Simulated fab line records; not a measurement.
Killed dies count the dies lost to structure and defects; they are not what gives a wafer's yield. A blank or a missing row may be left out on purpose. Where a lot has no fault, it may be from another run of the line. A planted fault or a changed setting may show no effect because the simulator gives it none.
Code-filled problem report in 8D (eight disciplines) form ; flow sky130 ; the parts of the form that need people (team, actions taken, sign-off) are left out

== 1. THE PROBLEM ==
At SKY_CAPM_SOFTBAKE_08, heater power total W averages 54.52 W over 6 wafers from 2 lots, while fault-free wafers read 56.59 W, standard deviation 0.042. Measured from the usual mean, that is -49 standard deviations.
The step: time 60 s.
The first sign was on wafer L825.1 at day 41 23:06, on litho track-03. At this step, 36 wafers from 12 lots have a number in the record. Rule for "out", or "out of limits": more than 4 standard deviations from the usual mean. The rest of the wafers with a number are treated as sound.

== 2. WHAT IT IS, AND WHAT IT ISN'T ==
question;is;is not
which readings at this step;heater power total W, plate temp C;-
which lots;L825, L827;L808, L809, L810, L811, L812, L814, L820, L829, L830, L831
which wafers of those lots;all that have a number;-
read on which tools;litho track-03;litho track-01, litho track-02
when;from day 41 23:06;"up to then (21 sound wafers); but 9 sound wafers of L829, L830, L831 came after"

== 3. SUSPECTS, AND WHAT RULES EACH OUT ==
Counting: a tool stays on the suspect list if, at a process step up to the reading, it processed all lots that are out and no sound lot following the first of them.
- pvd sputter-02 at SKY_METAL1_SPUTTER_00 (material Ti, target thk 15 nm, time 10 s): ruled out as a lasting fault. Following L825 (day 37 03:01), the first lot on it that is out, the sound lots L830 were run on it.
- plasma asher-04 at SKY_METAL1_STRIP_20 (strips in O2/N2): ruled out as a lasting fault. Following L825 (day 38 04:08), the first lot on it that is out, the sound lots L829 were run on it.
- litho track-03 at SKY_CAPM_SOFTBAKE_08 (time 60 s): kept. It ran every lot that is out, first L825 (day 41 23:06), and no sound lot after that; its last sound lot up to then is L820 (day 40 11:24). On those wafers its own readings are out: heater power total W, plate temp C.
Left after counting: litho track-03 at SKY_CAPM_SOFTBAKE_08.

== 4. THE CAUSE (what the simulator had put in) ==
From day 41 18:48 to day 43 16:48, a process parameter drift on litho track-03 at SKY_CAPM_SOFTBAKE_08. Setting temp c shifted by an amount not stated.
After counting, this tool was the only one left.

== 5. THE CHAIN OF EFFECTS, in route order ==
One row per reading whose mean, taken over the struck wafers that have a number, lies over 3 standard deviations from the usual. Only readings for which the record gives a usual standard deviation are gone through. hours: the time from each lot's start at the first step in this table that gives one to its start at this step, as a median over the lots. sigmas: the change in usual standard deviations.
hours;step;reading;usual;on struck wafers;change;sigmas
0;SKY_CAPM_SOFTBAKE_08;heater power total W;56.59 W;54.52;-2.07;-49
0;SKY_CAPM_SOFTBAKE_08;plate temp C;89.97 C;87.64;-2.33;-19
The process steps in it:
- SKY_CAPM_SOFTBAKE_08: time 60 s.

== 6. WHAT WOULD HAVE CAUGHT IT SOONER ==
First out-of-limits reading in this record: day 41 23:06, which is 4 hours after fault onset at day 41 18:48.
